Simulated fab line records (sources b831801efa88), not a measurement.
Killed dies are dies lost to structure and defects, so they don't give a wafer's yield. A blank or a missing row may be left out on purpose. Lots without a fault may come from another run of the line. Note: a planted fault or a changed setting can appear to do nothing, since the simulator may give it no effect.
Comparing a struck lot with a sound one :: flow sky130 :: 30 steps out of a route of 708
Sound: wafers L320.3, L320.4, L320.6. Wafers L328.1, L328.2, L328.3 were the ones struck. The cause is named last.
Per side, at each step with rows, come the tool, then ch with its chambers, and then its first start. Under that, the readings that differ: sound wafers :: struck wafers :: difference of the means :: sigmas: that difference in standard deviations of wafers without a fault.
alike: words and numbers the same on both sides, and readings whose means are apart by under 2 such deviations; not compared: readings that were withheld, readings missing a value for some wafer, numbers with overlapping values and no deviation given by the record, and bounds like >300 which may hide the same value.
A row with sigmas, a row that says differs or no value, or rows on one side alone: a step with any of these is where the two part. Numbers that have no deviation but don't overlap get no sigmas and don't part them. Lack of a reading on every wafer of one side parts them only where that side has two or more wafers.

first, 5 steps without rows for these wafers: SKY_SONOS_ONO_COAT_08 (resist thk 1140 nm); SKY_SONOS_ONO_SOFTBAKE_09 (time 60 s); SKY_SONOS_ONO_EXPOSE_10 (exposes mask ONOM, target cd 410 nm); SKY_SONOS_ONO_PEB_11; SKY_SONOS_ONO_DEVELOP_12 (develop time 60 s).
SKY_SONOS_ONO_CD_MEAS_13 targets a cd of 410 nm.
  sound on cd sem-01, day 15 07:03; struck on cd sem-01, day 17 17:56
  alike: cd nm
SKY_SONOS_ONO_OVL_MEAS_14:
  sound on overlay-02, day 15 07:09; struck on overlay-01, day 17 18:04
  alike: SONOS_ONO_OVL
SKY_SONOS_ONO_ETCH_15: etches the open film in CHF3/O2, target depth 19.52 nm, time 7.8 s.
  sound on rie diel-02 ch 0,1,2, day 15 07:10; struck on rie diel-01 ch 0,1,3, day 17 18:06
  alike: drypump motor current A, oes product au, throttle valve pct
  not compared: rf hours counter h
then, 1 step without rows for these wafers: SKY_SONOS_ONO_WET_ETCH_16 (etches SiO2 in dHF, target depth 14 nm, time 280 s).
SKY_SONOS_ONO_STRIP_17: strips in O2/N2.
  sound on plasma asher-02 ch 0,1, day 15 07:19; struck on plasma asher-01 ch 0,1, day 17 18:12
  alike: drypump motor current A, o2 flow sccm, oes product au, strip time to endpoint s
  not compared: rf hours counter h
then, 2 steps without rows for these wafers: SKY_SONOS_ONO_WET_ETCH_18 (etches Si3N4 in H3PO4, target depth 15 nm, time 172 s); SKY_GATE_OXIDE_CLEAN_00 (cleans in SC1/SC2, time 150 s).
SKY_GATE_OXIDE_OXIDATION_01: stabilise 600 s, purge 300 s, target thk 10.268 nm.
  sound on furnace-01 ch 0, day 15 08:01; struck on furnace-01 ch 0, day 17 18:52
reading: ox time s (s)
sound: 1473 1473 1473
struck: 2209.5 2209.5 2209.5
difference: +736.5
sigmas: 

reading: model.SiO2_of_GATE_OXIDE_OXIDATION_01.thk nm (nm)
sound: 9.929 10.01 9.983
struck: 13.41 13.43 13.43
difference: +3.45
sigmas: 
  alike: spike tc lower C
SKY_GATE_OXIDE_THK_MEAS_02:
  sound on film metro-02, day 15 09:27; struck on film metro-01, day 17 20:16
reading: GATE_OXIDE_OXIDATION_00_THK (nm)
sound: 9.89 10.01 10.03
struck: 13.45 13.46 13.43
difference: +3.47
sigmas: +19
then, 7 steps without rows for these wafers: SKY_GATE_OXIDE_DEHYDRATE_03 (time 60 s); SKY_GATE_OXIDE_HMDS_04 (prime time 60 s); SKY_GATE_OXIDE_COAT_05 (resist thk 1140 nm); SKY_GATE_OXIDE_SOFTBAKE_06 (time 60 s); SKY_GATE_OXIDE_EXPOSE_07 (exposes mask LVOM, target cd 600 nm); SKY_GATE_OXIDE_PEB_08; SKY_GATE_OXIDE_DEVELOP_09 (develop time 60 s).
SKY_GATE_OXIDE_OVL_MEAS_10:
  sound on overlay-01, day 16 12:44; struck on overlay-01, day 19 02:37
  alike: GATE_OXIDE_OVL
then, 2 steps without rows for these wafers: SKY_GATE_OXIDE_IMPLANT_11; SKY_GATE_OXIDE_WET_ETCH_12 (etches SiO2 in dHF, target depth 16.8 nm, time 336 s).
SKY_GATE_OXIDE_STRIP_13: strips in O2/N2.
  sound on plasma asher-01 ch 0,1, day 16 13:02; struck on plasma asher-03 ch 0,1, day 19 02:54
  alike: drypump motor current A, o2 flow sccm, oes product au, strip time to endpoint s
  not compared: rf hours counter h
SKY_GATE_OXIDE_TW_MEAS_14:
  sound on film metro-03, day 16 13:08; struck on film metro-02, day 19 03:00
  alike: GATE_OXIDE_TW
then, 1 step without rows for these wafers: SKY_GATE_OXIDE_CLEAN_15 (cleans in SC1/SC2, time 150 s).
SKY_GATE_OXIDE_OXIDATION_16: stabilise 600 s, purge 300 s, target thk 3.57 nm.
  sound on furnace-02 ch 0, day 16 13:35; struck on furnace-01 ch 0, day 19 03:57
reading: model.SiO2_of_GATE_OXIDE_OXIDATION_01.thk nm (nm)
sound: 11.28 11.37 11.31
struck: 14.52 14.52 14.55
difference: +3.21
sigmas: 
  alike: ox time s, spike tc lower C
then, 1 step without rows for these wafers: SKY_POLY_GATE_CVD_00 (deposits poly-Si, target thk 180 nm, time 720 s).
-- here the record skips 30 days between the struck wafers' starts before and after, leaving off in module POLY_GATE and picking up in module PAD_OPEN (first step shown: number 708 of the route) --
SKY_PAD_OPEN_PROBE_99:
  sound on prober-01, day 47 14:46; struck on prober-01, day 49 08:07
reading: model.etest.nfet_16v.r on ohm um
sound: 1.398e+04 1.393e+04 1.39e+04
struck: 1.582e+04 1.599e+04 1.602e+04
difference: +2.007e+03
sigmas: 

reading: model.etest.pfet_16v.r on ohm um
sound: 1.492e+04 1.515e+04 1.509e+04
struck: 1.57e+04 1.616e+04 1.619e+04
difference: +9.63e+02
sigmas: 

reading: model.etest.tip sonos.rs ohm sq
sound: 2602 2629 2618
struck: 3594 3641 3525
difference: +970
sigmas: 

reading: model.etest.pfet g5v0d10v5.r on ohm um
sound: 4737 4767 4765
struck: 5322 5384 5312
difference: +583
sigmas: 

reading: model.etest.nfet g5v0d10v5.r on ohm um
sound: 1858 1868 1849
struck: 2147 2157 2160
difference: +296
sigmas: 

reading: model.etest.tip p.rs ohm sq
sound: 6895 6775 6893
struck: 7146 7125 7222
difference: +310
sigmas: 

reading: model.etest.nfet g5v0d10v5.drive ua um
sound: 621.3 612.5 616.6
struck: 485.8 487.9 483.7
difference: -131.0
sigmas: 

reading: model.etest.nfet_05v0_nvt.drive ua um
sound: 587.6 581 589.6
struck: 474.7 472.4 468.4
difference: -114.2
sigmas: 
  alike: killed_at_M0_to_M3, killed_at_M4_up, killed at contacts, killed at front end, killed at other, killed dies, killed open, killed short

WHERE THEY PART
Only at SKY_GATE_OXIDE_THK_MEAS_02, within this record. Later steps at which nothing parts them and some readings are alike: SKY_GATE_OXIDE_OVL_MEAS_10, SKY_GATE_OXIDE_STRIP_13, SKY_GATE_OXIDE_TW_MEAS_14, SKY_GATE_OXIDE_OXIDATION_16, SKY_PAD_OPEN_PROBE_99.

WHY: the cause the simulator had injected
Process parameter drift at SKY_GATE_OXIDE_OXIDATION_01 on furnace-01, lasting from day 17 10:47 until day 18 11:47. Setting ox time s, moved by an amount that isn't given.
